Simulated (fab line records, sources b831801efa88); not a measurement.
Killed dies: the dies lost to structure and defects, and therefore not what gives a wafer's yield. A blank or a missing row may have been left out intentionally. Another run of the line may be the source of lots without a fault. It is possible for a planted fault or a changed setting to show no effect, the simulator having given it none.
2 desks, one fault -- flow gf180mcu -- each desk has only its own numbers; what lay behind them comes last

## DESK OF THE TOOL OWNER: rie-metal-02
The tool's own readings at GF_M4_METAL_ETCH_16 (etches the open film in Cl2/BCl3, stops on SiO2, target depth 750.8 nm, time 125.1 s): means of the sampled wafers that have a number, for each lot that ran on this tool. The brackets show how far a lot's mean lies from the usual mean; more than 4 standard deviations puts the lot out of limits, marked OUT.
Columns: A = bias-w at GF_M4_METAL_ETCH_16, usual 139.9 W; B = chamber-pressure-mTorr at GF_M4_METAL_ETCH_16, usual 7.999 mTorr; C = drypump-motor-current-A at GF_M4_METAL_ETCH_16, usual 5.8 A; D = oes-product-au at GF_M4_METAL_ETCH_16, usual 0.990 a.u.; E = run-length-s at GF_M4_METAL_ETCH_16, usual 153.7 s; F = throttle-valve-pct at GF_M4_METAL_ETCH_16, usual 28.231 %
lot,first seen here,A,B,C,D,E,F
L163,day 24 01:06,140.4,7.996,5.6,0.986,153.9,28.245
L164,day 24 10:31,140.3,8.003,6.0,0.992,154.0,28.225
L165,day 24 14:03,140.0,8.003,6.0,0.996,153.9,28.233
L167,day 25 09:07,139.9,8.001,5.8,0.990,153.9,28.231
L173,day 27 00:33,139.9,7.999,6.2,0.922 (-9.2) OUT,172.1 (+30) OUT,28.303 (+6.6) OUT
L176,day 28 05:20,139.7,8.000,5.8,0.919 (-9.6) OUT,172.0 (+30) OUT,28.303 (+6.5) OUT
L184,day 30 13:59,140.3,8.003,6.0,0.999,154.0,28.235
This desk's finding: out of limits on L173, L176; first on L173, day 27 00:33 (oes-product-au at GF_M4_METAL_ETCH_16). In limits: L163, L164, L165, L167, L184.

## AT THE METROLOGY DESK
What the gauges read for every lot (on any tool): the sampled wafers with a number, averaged. The brackets show how far a lot's mean lies from the usual mean; more than 4 standard deviations puts the lot out of limits, marked OUT.
Columns: A = cd-nm at GF_V3_CD_MEAS_14, usual 260.2 nm; B = cd-nm at GF_M4_CD_MEAS_14, usual 279.9 nm
lot,first seen here,A,B
L163,day 23 00:26,258.5,280.5
L164,day 23 10:40,257.9,279.6
L165,day 23 14:31,259.5,283.4
L167,day 24 09:31,258.3,281.8
L169,day 25 03:03,259.6,280.6
L173,day 26 02:03,260.7,279.3
L176,day 27 07:11,261.6,278.7
L179,day 28 06:36,259.1,280.8
L180,day 28 11:07,260.5,279.0
L184,day 29 18:06,259.9,279.1
L183,day 29 21:22,261.4,279.1
Finding of this desk: none of the 11 lots has anything out of limits.

## PUT TOGETHER
On L173, L176, at day 27 00:33, an alarm was possible from the tool owner's desk.
Nothing out of limits was seen by the metrology desk.
The metrology desk holds a record of L173, L176, inside its limits.
All the named lots went through GF_M4_METAL_ETCH_16 on rie-metal-02.

## WHAT WAS PUT IN BY THE SIMULATOR
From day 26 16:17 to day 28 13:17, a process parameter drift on rie-metal-02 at GF_M4_METAL_ETCH_16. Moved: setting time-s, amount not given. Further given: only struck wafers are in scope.
Shown lots that were struck: L173, L176.
Time in hours from fault onset to the first out-of-limits reading at each desk: the tool owner's desk, 8.
